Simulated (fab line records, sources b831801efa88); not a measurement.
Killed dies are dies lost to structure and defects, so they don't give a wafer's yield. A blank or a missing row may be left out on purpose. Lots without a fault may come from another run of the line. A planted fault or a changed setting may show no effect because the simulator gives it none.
A struck lot beside a sound one | flow sky130 | 16 steps out of a route of 708
Sound: wafers L700.3, L700.4, L700.6. Struck: wafers L704.1, L704.3, L704.5. The cause comes at the end.
At each step with rows: each side's tool, then ch and its chambers, then its first start. Under that, the readings that differ: sound wafers | struck wafers | difference of the means | sigmas: that difference in standard deviations of wafers without a fault.
alike: readings whose means differ by less than 2 such deviations, and words and numbers that are the same on both sides. not compared: withheld readings, readings that some wafer has no value for, bounds like >300 that may hide the same value, and numbers for which the record gives no deviation and whose values overlap.
The two part at a step that has a row with sigmas, a row that says differs or no value, or rows on one side only. Numbers that don't overlap but have no deviation are shown without sigmas and don't part them. A reading that every wafer of one side lacks parts them only if that side has two wafers or more.

first, 1 step without rows for these wafers: SKY_POLY_CUT_DEVELOP_07 (develop time 60 s).
SKY_POLY_CUT_CD_MEAS_08: target cd 270 nm.
  sound on cd_sem-01, day 26 06:30; struck on cd_sem-01, day 27 19:16
  alike: cd_nm
SKY_POLY_CUT_OVL_MEAS_09:
  sound on overlay-02, day 26 06:35; struck on overlay-02, day 27 19:23
  alike: POLY_CUT_OVL
SKY_POLY_CUT_ETCH_10: etches BARC in N2/H2, stops on SiO2, time 45.9 s, target depth 60 nm.
  sound on rie_diel-03 ch 1,2,3, day 26 06:37; struck on rie_diel-01 ch 0,2,3, day 27 19:25
  alike: drypump_motor_current_A, n2_flow_sccm, oes_product_au, rf_fwd_power_W, throttle_valve_pct
  not compared: rf_hours_counter_h
SKY_POLY_CUT_ETCH_11: etches Si3N4 in CF4/CH2F2/Ar, stops on poly-Si, time 42.5 s, target depth 60 nm.
  sound on rie_diel-03 ch 1,2,3, day 26 06:39; struck on rie_diel-01 ch 0,2,3, day 27 19:27
  alike: drypump_motor_current_A, mfc_ar_sccm, oes_product_au, rf_fwd_power_W, throttle_valve_pct
  not compared: rf_hours_counter_h
SKY_POLY_CUT_STRIP_12: strips in O2/N2.
  sound on plasma_asher-03 ch 0,1, day 26 06:44; struck on plasma_asher-02 ch 0,1, day 27 19:30
  alike: drypump_motor_current_A, n2_flow_sccm, oes_product_au, strip_time_to_endpoint_s
  not compared: rf_hours_counter_h
then, 6 steps without rows for these wafers: SKY_SD_P_DEHYDRATE_00 (time 60 s); SKY_SD_P_HMDS_01 (prime time 60 s); SKY_SD_P_COAT_02 (resist thk 1140 nm); SKY_SD_P_SOFTBAKE_03 (time 60 s); SKY_SD_P_EXPOSE_04 (exposes mask PSDM, target cd 380 nm); SKY_SD_P_PEB_05.
SKY_SD_P_DEVELOP_06: develop time 60 s.
  sound on litho_track-01 ch 0, day 27 12:01; struck on litho_track-04 ch 0, day 28 21:13
  reading              | sound             | struck            | difference | sigmas
  developer_temp_C (C) | 23.20 23.15 22.97 | 20.64 20.76 20.54 | -2.46      | -25
  alike: resist_line_temp_C
SKY_SD_P_CD_MEAS_07: target cd 380 nm.
  sound on cd_sem-02, day 27 12:09; struck on cd_sem-02, day 28 21:22
  reading    | sound             | struck            | difference | sigmas
  cd_nm (nm) | 377.5 379.5 378.5 | 387.2 386.8 385.5 | +8.0       | +4
SKY_SD_P_OVL_MEAS_08:
  sound on overlay-01, day 27 12:14; struck on overlay-02, day 28 21:29
  alike: SD_P_OVL
-- the record jumps here: 19 days lie between the struck wafers' starts before and after (it left off in module SD_P and takes up again in module PAD_OPEN, whose first step shown is number 708 of the route) --
SKY_PAD_OPEN_PROBE_99:
  the record has rows for the struck wafers here (prober-01, day 48 07:32) and none for the sound ones

WHERE THEY PART
First at SKY_SD_P_DEVELOP_06; last, within this record, at SKY_PAD_OPEN_PROBE_99.

WHY: what the simulator had put in
Process parameter drift: litho_track-04, from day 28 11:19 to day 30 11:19, at SKY_SD_P_DEVELOP_06. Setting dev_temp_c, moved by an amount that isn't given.
